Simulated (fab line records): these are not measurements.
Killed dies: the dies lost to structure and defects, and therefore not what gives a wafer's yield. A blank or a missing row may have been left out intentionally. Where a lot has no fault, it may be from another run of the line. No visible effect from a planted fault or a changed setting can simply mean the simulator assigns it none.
Which tool is to blame? | flow sfq line | Sampling: 15 lots, 45 wafers, 4 of 325 route steps

== WHAT THE GAUGES READ, wafer by wafer ==
The record holds no reading of a measuring or inspecting step that can be judged against a usual standard deviation.

== WHAT TOOL EACH LOT RAN ON (gives the tool, then ch and the chambers of the sampled wafers, and finally the start) ==
lot  | SFQ_TRILAYER_I3_DEP_PECVD_081   | SFQ_TRILAYER_I4_VIA_BARC_OPEN_VIA_ETCH_146 | SFQ_TRILAYER_JJ_CE_ETCH_RIE_118   | SFQ_TRILAYER_M5_BARC_OPEN_METAL_ETCH_161
L627 | pecvd-01 ch 0,2, day 40 18:35   | rie diel-03 ch 0,1,3, day 47 15:07         | rie metal-03 ch 0,1, day 47 21:00 | rie metal-01 ch 0,1, day 52 19:43
L630 | pecvd-03 ch 1,2, day 41 01:47   | rie diel-03 ch 1,2,3, day 48 04:26         | rie metal-03 ch 0,1, day 53 00:15 | rie metal-04 ch 0,1, day 53 10:07
L632 | pecvd-04 ch 0,2, day 41 05:23   | rie diel-04 ch 1,3, day 48 10:54           | rie metal-03 ch 0, day 53 07:27   | rie metal-04 ch 0,1, day 53 17:19
L633 | pecvd-03 ch 0,1,2, day 41 11:23 | rie diel-03 ch 0,2,3, day 48 20:49         | rie metal-02 ch 0,1, day 54 01:27 | rie metal-03 ch 0,1, day 59 08:22
L634 | pecvd-04 ch 0,1,2, day 41 14:59 | rie diel-03 ch 0,1,2, day 49 04:01         | rie metal-04 ch 0,1, day 54 14:33 | rie metal-01 ch 0,1, day 59 19:10
L635 | pecvd-04 ch 0,1, day 43 07:35   | rie diel-02 ch 1,2,3, day 50 05:13         | rie metal-04 ch 0,1, day 55 07:21 | rie metal-04 ch 0, day 60 23:03
L638 | pecvd-01 ch 0,1, day 43 12:23   | rie diel-04 ch 0,1,2, day 50 13:37         | rie metal-03 ch 0, day 55 18:09   | rie metal-01 ch 0,1, day 61 07:11
L640 | pecvd-04 ch 0,1,2, day 43 14:47 | rie diel-02 ch 0,2, day 50 18:25           | rie metal-03 ch 0,1, day 56 01:21 | rie metal-04 ch 0, day 61 12:01
L642 | pecvd-03 ch 0,1,2, day 43 17:11 | rie diel-02 ch 0,3, day 50 20:56           | rie metal-04 ch 0,1, day 56 06:09 | rie metal-04 ch 0, day 61 16:02
L643 | pecvd-04 ch 0,1,2, day 43 18:23 | rie diel-03 ch 0,1,3, day 50 22:08         | rie metal-02 ch 0,1, day 56 08:33 | rie metal-03 ch 0,1, day 61 18:25
L644 | pecvd-03 ch 0,1, day 49 19:23   | rie diel-03 ch 0,1, day 51 03:19           | rie metal-04 ch 0,1, day 56 13:23 | rie metal-04 ch 0,1, day 61 20:50
L645 | pecvd-04 ch 0,1,2, day 50 10:59 | rie diel-02 ch 1,2, day 51 16:40           | rie metal-02 ch 0,1, day 56 18:09 | rie metal-03 ch 0,1, day 62 01:37
L646 | pecvd-01 ch 0,1,2, day 50 16:44 | rie diel-04 ch 0,1,2, day 51 21:40         | rie metal-02 ch 0,1, day 57 00:09 | rie metal-01 ch 0,1, day 62 05:13
L647 | pecvd-01 ch 0,1, day 51 05:58   | rie diel-03 ch 0,1,2, day 53 20:55         | rie metal-02 ch 0,1, day 57 08:21 | rie metal-01 ch 0,1, day 62 12:25
L648 | pecvd-03 ch 0,2, day 52 00:16   | rie diel-04 ch 0,2, day 58 10:46           | rie metal-04 ch 0,1, day 63 18:31 | rie metal-03 ch 0,1, day 63 22:19
- SFQ_TRILAYER_I3_DEP_PECVD_081: deposits SiO2 from SiH4/N2O, time 111.11 s, target thk 500 nm.
- SFQ_TRILAYER_I4_VIA_BARC_OPEN_VIA_ETCH_146: etches BARC in O2, target depth 125 nm, time 41.7 s.
- SFQ_TRILAYER_JJ_CE_ETCH_RIE_118: chemistry SF6, target Nb, stops on Al2O3, time 97.7 s, target depth 170 nm.
- SFQ_TRILAYER_M5_BARC_OPEN_METAL_ETCH_161: etches BARC in O2, target depth 125 nm, time 41.7 s.

== AS READ BY THE TOOLS THEMSELVES (means over the sampled wafers that have a number; for cases with no such wafer, the mark the record gives instead) ==
SFQ_TRILAYER_I3_DEP_PECVD_081. Usual: chamber pressure Torr 2.400 Torr, standard deviation 0.0057; heater power outer w 30 W, standard deviation 8; heater power w 84 W, standard deviation 20; throttle valve pct 23.9 %, standard deviation 1.4.
lot  | tool     | chamber pressure Torr (Torr) | heater power outer w (W) | heater power w (W) | throttle valve pct (%) | flag
L627 | pecvd-01 | 2.395                        | 26                       | 78                 | 22.6                   |
L630 | pecvd-03 | 2.404                        | 19                       | 58                 | 23.0                   |
L632 | pecvd-04 | 2.398                        | 27                       | 86                 | 25.5                   |
L633 | pecvd-03 | 2.399                        | 29                       | 80                 | 23.4                   |
L634 | pecvd-04 | 2.400                        | 35                       | 92                 | 25.7                   |
L635 | pecvd-04 | 2.399                        | 33                       | 89                 | 26.2                   |
L638 | pecvd-01 | 2.400                        | 27                       | 73                 | 22.5                   |
L640 | pecvd-04 | 2.401                        | 29                       | 83                 | 25.7                   |
L642 | pecvd-03 | 2.399                        | 29                       | 80                 | 23.4                   |
L643 | pecvd-04 | 2.400                        | 35                       | 93                 | 25.9                   |
L644 | pecvd-03 | 2.394                        | 29                       | 91                 | 24.1                   |
L645 | pecvd-04 | 2.401                        | 32                       | 87                 | 25.6                   |
L646 | pecvd-01 | 2.401                        | 32                       | 88                 | 23.4                   |
L647 | pecvd-01 | 2.400                        | 33                       | 90                 | 23.6                   |
L648 | pecvd-03 | 2.406                        | 35                       | 98                 | 24.1                   |

SFQ_TRILAYER_I4_VIA_BARC_OPEN_VIA_ETCH_146. Usual: bias w 80.04 W, standard deviation 0.22; chamber pressure mTorr 30.00 mTorr, standard deviation 0.039; drypump motor current A 5.6 A, standard deviation 0.4; oes product au 0.686 a.u., standard deviation 0.004.
lot  | tool        | bias w (W) | chamber pressure mTorr (mTorr) | drypump motor current A (A) | oes product au (a.u.) | flag
L627 | rie diel-03 | 80.13      | 29.99                          | 5.2                         | 0.688                 |
L630 | rie diel-03 | 79.97      | 29.99                          | 5.3                         | 0.691                 |
L632 | rie diel-04 | 80.18      | 29.99                          | 5.8                         | 0.684                 |
L633 | rie diel-03 | 79.98      | 30.01                          | 5.7                         | 0.683                 |
L634 | rie diel-03 | 80.03      | 30.01                          | 5.6                         | 0.685                 |
L635 | rie diel-02 | 80.24      | 30.02                          | 5.7                         | 0.685                 |
L638 | rie diel-04 | 79.91      | 30.03                          | 5.7                         | 0.681                 |
L640 | rie diel-02 | 80.13      | 30.00                          | 5.5                         | 0.688                 |
L642 | rie diel-02 | 79.88      | 29.99                          | 5.6                         | 0.685                 |
L643 | rie diel-03 | 79.92      | 30.01                          | 5.2                         | 0.683                 |
L644 | rie diel-03 | 79.92      | 29.98                          | 5.1                         | 0.686                 |
L645 | rie diel-02 | 79.98      | 30.01                          | 5.7                         | 0.685                 |
L646 | rie diel-04 | 80.38      | 29.98                          | 5.7                         | 0.685                 |
L647 | rie diel-03 | 80.06      | 30.02                          | 5.6                         | 0.687                 |
L648 | rie diel-04 | 80.15      | 30.00                          | 5.7                         | 0.686                 |

SFQ_TRILAYER_JJ_CE_ETCH_RIE_118. Usual: bias w 80.02 W, standard deviation 0.25; drypump motor current A 6.0 A, standard deviation 0.42; oes product au 0.989 a.u., standard deviation 0.0091.
lot  | tool         | bias w (W) | drypump motor current A (A) | oes product au (a.u.) | flag
L627 | rie metal-03 | 80.08      | 6.3                         | 0.986                 |
L630 | rie metal-03 | 80.23      | 6.5                         | 0.988                 |
L632 | rie metal-03 | 80.11      | 6.2                         | 0.992                 |
L633 | rie metal-02 | 80.16      | 5.7                         | 0.993                 |
L634 | rie metal-04 | 80.25      | 5.7                         | 0.989                 |
L635 | rie metal-04 | 79.79      | 5.6                         | 0.984                 |
L638 | rie metal-03 | 80.17      | 6.2                         | 0.993                 |
L640 | rie metal-03 | 80.12      | 6.3                         | 0.982                 |
L642 | rie metal-04 | 79.99      | 5.6                         | 0.988                 |
L643 | rie metal-02 | 80.06      | 5.9                         | 0.990                 |
L644 | rie metal-04 | 79.55      | 5.7                         | 0.992                 |
L645 | rie metal-02 | 80.05      | 5.9                         | 0.995                 |
L646 | rie metal-02 | 80.11      | 5.9                         | 0.987                 |
L647 | rie metal-02 | 80.03      | 5.7                         | 0.994                 |
L648 | rie metal-04 | 80.31      | 5.6                         | 0.982                 |

SFQ_TRILAYER_M5_BARC_OPEN_METAL_ETCH_161. Usual: bias w 80.00 W, standard deviation 0.24; chamber pressure mTorr 10.000 mTorr, standard deviation 0.0076; drypump motor current A 5.8 A, standard deviation 0.42; oes product au 0.685 a.u., standard deviation 0.0043.
lot  | tool         | bias w (W) | chamber pressure mTorr (mTorr) | drypump motor current A (A) | oes product au (a.u.) | flag
L627 | rie metal-01 | 79.77      | 9.996                          | 5.5                         | 0.683                 |
L630 | rie metal-04 | 80.14      | 10.002                         | 5.6                         | 0.683                 |
L632 | rie metal-04 | 80.19      | 9.992                          | 5.6                         | 0.683                 |
L633 | rie metal-03 | 80.48      | 9.996                          | 6.5                         | 0.683                 |
L634 | rie metal-01 | 79.97      | 9.996                          | 5.4                         | 0.685                 |
L635 | rie metal-04 | 80.02      | 9.992                          | 5.7                         | 0.689                 |
L638 | rie metal-01 | 80.07      | 10.003                         | 5.5                         | 0.686                 |
L640 | rie metal-04 | 79.93      | 11.998                         | 5.7                         | 0.683                 | OFF
L642 | rie metal-04 | 79.59      | 12.000                         | 5.7                         | 0.684                 | OFF
L643 | rie metal-03 | 80.12      | 10.002                         | 6.3                         | 0.683                 |
L644 | rie metal-04 | 79.82      | 12.001                         | 5.6                         | 0.685                 | OFF
L645 | rie metal-03 | 80.21      | 10.004                         | 6.3                         | 0.683                 |
L646 | rie metal-01 | 80.03      | 9.992                          | 5.5                         | 0.687                 |
L647 | rie metal-01 | 79.83      | 10.004                         | 5.4                         | 0.686                 |
L648 | rie metal-03 | 79.99      | 10.001                         | 6.3                         | 0.682                 |

== THE ANSWER, worked out from the rows above alone ==
Rule: lot off if the mean of its wafers having a number is beyond 3 standard deviations from the usual mean. Also off: a lot with no number at a reading for which 4 or more lots have one. The other lots that the step has rows for count as sound. The gauges are gone through in route order, then the tools' own readings, and for those a lot's mean is taken as printed above. At the first step where some lot is off, the reading lying furthest off is the one used; lots without a number count as furthest.
Off: L640, L642, L644, at SFQ_TRILAYER_M5_BARC_OPEN_METAL_ETCH_161 (chamber pressure mTorr).
A tool fits if, at that step or a process step before it, it ran every lot that is off, and no sound lot after the first of them. One fits: rie metal-04 at SFQ_TRILAYER_M5_BARC_OPEN_METAL_ETCH_161. Its last sound lot is L635 (day 60 23:03), its first lot that is off L640 (day 61 12:01): a fault that began between those two fits.
On the lots that are off, the tool's own readings at SFQ_TRILAYER_M5_BARC_OPEN_METAL_ETCH_161 differ by more than 5 times the standard deviation of the sound lots' means, which bears it out; chamber pressure mTorr reads 12.000 mTorr there versus 9.998 mTorr on the sound lots.

== WHAT HAD BEEN PUT IN BY THE SIMULATOR ==
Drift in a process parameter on rie metal-04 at SFQ_TRILAYER_M5_BARC_OPEN_METAL_ETCH_161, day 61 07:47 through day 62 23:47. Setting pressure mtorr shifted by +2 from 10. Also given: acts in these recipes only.
Lots struck among those shown: L640, L642, L644. Same finding as the rule above.
